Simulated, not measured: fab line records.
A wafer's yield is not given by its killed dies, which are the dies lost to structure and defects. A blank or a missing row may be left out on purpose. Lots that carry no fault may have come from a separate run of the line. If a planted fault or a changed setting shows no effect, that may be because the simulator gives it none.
Which tool is to blame? ; flow gf180mcu ; Sampling: 12 lots, 36 wafers, 3 of 602 route steps

== WHAT EACH GAUGE READ, for each wafer ==
GF_MIM_THK_MEAS_06.
lot;measured;on;MIM_CVD_05_THK (nm)
L075;day 24 17:58;filmMetro-01;41.8 41.6 42.0
L077;day 25 11:48;filmMetro-04;41.6 41.5 42.7
L080;day 26 16:01;filmMetro-01;41.4 41.7 41.8
L081;day 27 00:41;filmMetro-04;41.3 41.7 42.3
L083;day 27 20:01;filmMetro-01;41.5 41.7 42.1
L085;day 28 09:49;filmMetro-04;42.0 41.5 41.4
L087;day 29 01:10;filmMetro-01;41.9 42.7 42.0
L089;day 29 14:40;filmMetro-03;41.7 42.2 42.6
L091;day 30 06:28;filmMetro-03;43.0 42.5 42.9
L094;day 30 15:43;filmMetro-01;42.1 42.1 42.2
L095;day 31 01:55;filmMetro-03;41.6 42.9 42.2
L097;day 31 12:33;filmMetro-01;42.1 42.4 42.9

== EACH LOT AND THE TOOL THAT RAN IT (in order: tool; ch and the chambers of the sampled wafers; start) ==
lot;GF_V1_SPUTTER_21;GF_V4_CVD_02
L075;pvdSputter-02, day 18 09:53;pecvd-03 ch 0,1,2, day 23 17:39
L077;pvdSputter-03, day 19 06:15;pecvd-03 ch 0,1,2, day 24 11:37
L080;pvdSputter-02, day 20 14:25;pecvd-02 ch 0,1, day 25 16:44
L081;pvdSputter-03, day 20 23:37;pecvd-02 ch 1,2, day 26 01:58
L083;pvdSputter-02, day 21 21:28;pecvd-02 ch 0,1, day 26 21:43
L085;pvdSputter-02, day 22 16:41;pecvd-04 ch 0,2, day 27 11:40
L087;pvdSputter-02, day 23 11:10;pecvd-04 ch 1,2, day 28 03:41
L089;pvdSputter-04, day 24 01:02;pecvd-04 ch 0,2, day 28 17:11
L091;pvdSputter-03, day 24 18:04;pecvd-02 ch 0,1,2, day 29 09:14
L094;pvdSputter-04, day 25 07:01;pecvd-04 ch 0,1,2, day 29 19:02
L095;pvdSputter-03, day 25 18:09;pecvd-03 ch 1,2, day 30 05:31
L097;pvdSputter-02, day 26 08:11;pecvd-03 ch 0,1,2, day 30 16:06
- GF_V1_SPUTTER_21: material Ti, target thk 15 nm, time 80.02 s.
- GF_V4_CVD_02: deposits SiO2 from TEOS, target thk 850 nm, time 94.851 s.

== THE ANSWER, worked out from the rows above alone ==
Rule: the lots themselves supply what counts as usual. Put in order of their means at a reading, lots are off if they are a third of the lots or fewer, leave a main group of 4 or more, and stand apart from it by a gap of 3 or more times the standard deviation of the main group's means; of several such gaps the widest counts. The tables above print the reading to a certain number of digits; a main group whose means all agree to those digits is not used. Also off: a lot with no number at a reading for which 4 or more lots have one. The other lots that the step has rows for count as sound.
Nothing can be told from this: no lot is off at any reading shown.

== WHAT THE SIMULATOR HAD PUT IN ==
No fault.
